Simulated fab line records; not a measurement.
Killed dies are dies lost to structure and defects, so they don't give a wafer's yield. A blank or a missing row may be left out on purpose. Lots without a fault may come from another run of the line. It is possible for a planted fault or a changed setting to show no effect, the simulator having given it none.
A lot that was struck, set against a sound lot / flow gf180mcu / 16 steps out of a route of 602
Sound: these wafers, L707.2, L707.3, L707.5. Wafers L719.1, L719.5, L719.6 were the ones struck. The cause is given at the end.
For every step that has rows: the tool of each side, followed by ch and its chambers, followed by its first start. Under that, the readings that differ: sound wafers / struck wafers / difference of the means / sigmas: that difference in standard deviations of wafers without a fault.
alike: readings with means less than 2 such deviations apart, plus words and numbers identical on both sides. not compared: withheld readings, readings lacking a value on some wafer, bounds such as >300 that could conceal the same value, and numbers that have no deviation in the record and whose values overlap.
Wherever a step has rows on one side only, a row that says differs or no value, or a row with sigmas, the two part there. Numbers that don't overlap but have no deviation are shown without sigmas and don't part them. Lack of a reading on every wafer of one side parts them only where that side has two or more wafers.

first, 3 steps without rows for these wafers: GF_V2_EXPOSE_11 (exposes mask Via2, target cd 260 nm); GF_V2_PEB_12 (peb time 90 s); GF_V2_DEVELOP_13 (develop time 60 s).
GF_V2_CD_MEAS_14: target cd 260 nm.
  sound on cdSem-02, day 22 01:47; struck on cdSem-01, day 26 01:34
  alike: cdNm
GF_V2_OVL_MEAS_15:
  sound on overlay-02, day 22 01:53; struck on overlay-01, day 26 01:41
  alike: V2_OVL
GF_V2_ETCH_16: etches BARC in N2/H2.
  sound on rieDiel-01 ch 0,1,2, day 22 01:55; struck on rieDiel-03 ch 2,3, day 26 01:43
  alike: drypumpMotorCurrentA, h2FlowSccm, oesProductAu, throttleValvePct
GF_V2_ETCH_17: etches SiO2 in C4F8/O2/Ar, stops on TiN, target depth 630 nm.
  sound on rieDiel-01 ch 0,1,2; struck on rieDiel-03 ch 2,3
  alike: oesProductAu
GF_V2_STRIP_18: strips in O2/N2.
  sound on plasmaAsher-01 ch 0,1, day 22 02:03; struck on plasmaAsher-01 ch 0,1, day 26 01:50
  alike: drypumpMotorCurrentA, heaterPowerW, oesProductAu
  not compared: rfHoursCounterH
then, 2 steps without rows for these wafers: GF_V2_STRIP_19 (strips in post etch residue remover, time 1200 s); GF_V2_CLEAN_20 (cleans in DIW).
GF_V2_SPUTTER_21: material Ti, target thk 15 nm, time 80.02 s.
  sound on pvdSputter-02, day 22 02:40; struck on pvdSputter-04, day 26 02:23
  alike: substrateTempC, throttleValvePct
GF_V2_SPUTTER_22: material TiN, target thk 10 nm, time 40 s.
  sound on pvdSputter-02, day 22 02:44; struck on pvdSputter-04, day 26 02:26
  alike: throttleValvePct
GF_V2_CVD_23: deposits W, target thk 350 nm, time 104.94 s.
  sound on cvdW-01 ch 0,1, day 22 02:46; struck on cvdW-01 ch 0,1, day 26 02:29
reading=chamberPressureTorr (Torr); sound=40.01 39.99 39.89; struck=43.15 43.32 43.18; difference=+3.25; sigmas=+37
reading=model.W_of_V2_CVD_23.thkNm (nm); sound=350.9 349.9 348.6; struck=361.2 359.1 367.8; difference=+12.9; sigmas=
  alike: heaterPowerW
GF_V2_RS_MEAS_24: uses a four-point probe to measure.
  sound on filmMetro-04, day 22 02:54; struck on filmMetro-01, day 26 02:35
reading=V2_W_RS (ohm/sq); sound=0.327 0.327 0.328; struck=0.317 0.318 0.310; difference=-0.012; sigmas=-3
GF_V2_THK_MEAS_25: measures by xrf.
  sound on filmMetro-04, day 22 03:01; struck on filmMetro-01, day 26 02:43
reading=V2_W_THK (nm); sound=336 336 333; struck=349 342 351; difference=+12; sigmas=+2
GF_PASSIVATION_PROBE_99:
  sound wafers here have rows in the record (prober-02, day 30 10:42); struck ones have none

== WHERE THEY PART ==
Earliest at GF_V2_CVD_23; latest, in this record, at GF_PASSIVATION_PROBE_99.

WHY: what the simulator had put in
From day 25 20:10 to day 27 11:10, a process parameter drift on cvdW-01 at GF_V2_CVD_23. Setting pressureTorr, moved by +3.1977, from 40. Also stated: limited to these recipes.
